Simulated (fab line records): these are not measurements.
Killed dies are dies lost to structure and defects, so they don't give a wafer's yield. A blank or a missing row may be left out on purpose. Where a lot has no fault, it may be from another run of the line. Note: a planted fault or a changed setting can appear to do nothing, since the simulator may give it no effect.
The tool behind it: which one?    flow gf180mcu    18 wafers from 6 lots sampled at 2 of the route's 602 steps

== WHAT EACH GAUGE READ, for each wafer ==
GF_LVPWELL_OVL_MEAS_07.
lot   measured     on          LVPWELL_OVL (nm)
L819  day 4 07:23  overlay-02  -2.9 -2.7 -2.5
L822  day 5 02:08  overlay-02  - - -
L827  day 6 13:17  overlay-02  0.3 -0.2 0.4
L831  day 7 08:13  overlay-02  -1.4 0.5 1.0
L833  day 7 16:13  overlay-01  -1.5 -1.6 -2.1
L838  day 8 20:02  overlay-01  1.4 0.7 1.0

== EACH LOT AND THE TOOL THAT RAN IT (in order: tool; ch and the chambers of the sampled wafers; start) ==
lot   GF_LVPWELL_EXPOSE_04
L819  iline stepper-01 ch 0, day 4 00:49
L822  iline stepper-01 ch 0, day 4 20:05
L827  iline stepper-02 ch 0, day 6 06:01
L831  iline stepper-01 ch 0, day 7 00:34
L833  iline stepper-01 ch 0, day 7 08:15
L838  iline stepper-02 ch 0, day 8 11:56
- GF_LVPWELL_EXPOSE_04: exposes mask LVPWELL, target cd 600 nm.

== THE ANSWER, worked out from the rows above alone ==
Rule: usual is defined by the lots themselves. Put in order of their means at a reading, lots are off if they are a third of the lots or fewer, leave a main group of 4 or more, and stand apart from it by a gap of 3 or more times the standard deviation of the main group's means; of several such gaps the widest counts. A main group is skipped when, at the precision printed for the reading in the tables above, its means are all equal. Also off: a lot with no number at a reading for which 4 or more lots have one. Where the step has rows for the other lots, those lots are counted as sound.
Off: L822, at GF_LVPWELL_OVL_MEAS_07 (LVPWELL_OVL). Without a number there: L822. For the main group the mean is -0.6 nm and the standard deviation 1.4.
If a tool, at a process step before that reading, ran all the lots that are off and no sound lot after the first of them, it fits. The gauges at GF_LVPWELL_OVL_MEAS_07 are tried like those tools. No candidate that was tried fits.

== WHAT WAS PUT IN BY THE SIMULATOR ==
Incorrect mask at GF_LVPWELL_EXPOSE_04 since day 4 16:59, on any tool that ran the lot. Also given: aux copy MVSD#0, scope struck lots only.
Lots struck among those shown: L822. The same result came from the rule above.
